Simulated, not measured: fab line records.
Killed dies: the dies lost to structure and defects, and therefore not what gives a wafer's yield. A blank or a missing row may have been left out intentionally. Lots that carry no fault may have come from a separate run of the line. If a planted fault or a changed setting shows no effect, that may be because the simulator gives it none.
Matching of chambers ; flow sky130 ; SKY_VIA1_ETCH_15 on rie_diel-03: 4 sister chambers
The step etches SiO2 in C4F8/O2/Ar, stops on TiN, target depth 351 nm, time 54 s. 18 wafers are shown with their chamber, then 9 later ones without.

## EACH WAFER AND ITS CHAMBER
wafer;chamber;oes_product_au (a.u.)
L078.1;2;0.970
L078.2;0;0.974
L078.4;3;0.971
L080.1;3;0.978
L080.3;1;0.972
L080.4;0;0.975
L081.2;3;0.986
L081.5;1;0.969
L081.6;0;0.968
L083.1;0;0.986
L083.4;2;0.980
L083.5;1;0.980
L086.2;2;0.975
L086.5;3;0.976
L086.6;2;0.972
L088.1;1;0.972
L088.3;3;0.978
L088.4;2;0.973

SIGNATURES, as means of the wafers listed above
reading;chamber 0;chamber 1;chamber 2;chamber 3;scatter within a chamber
oes_product_au;0.97575;0.97325;0.97400;0.97780;0.00541
Rule: for a wafer and a chamber, the distance is found by dividing, reading by reading, the gap between the wafer's reading and the chamber's mean by the reading's scatter, squaring, summing and taking the root. If the next closest chamber is less than 2 further off than the closest, the wafer can't be placed; otherwise it belongs to the closest. The scatter: take each reading less its chamber's mean, square it, sum over the shown wafers, divide by the number of wafers less the number of chambers, and take the root.

## WAFERS WHOSE CHAMBER IS MISSING
wafer;oes_product_au (a.u.)
L089.2;0.983
L089.3;0.978
L089.4;0.978
L092.1;0.969
L092.2;0.977
L092.4;0.975
L095.1;0.977
L095.2;0.976
L095.3;0.976

## WHICH CHAMBER EACH ONE RAN IN
wafer;from the rows above;in truth
L089.2;can't be placed: 3 or 0 or 2 or 1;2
L089.3;can't be placed: 3 or 0 or 2 or 1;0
L089.4;can't be placed: 3 or 0 or 2 or 1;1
L092.1;can't be placed: 1 or 2 or 0 or 3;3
L092.2;can't be placed: 3 or 0 or 2 or 1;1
L092.4;can't be placed: 0 or 2 or 1 or 3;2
L095.1;can't be placed: 3 or 0 or 2 or 1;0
L095.2;can't be placed: 0 or 3 or 2 or 1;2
L095.3;can't be placed: 0 or 3 or 2 or 1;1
Correctly placed: 0 of 9. From these rows, 9 cannot be placed; in 9 the true chamber is one of the candidates. 0 placed wrongly.
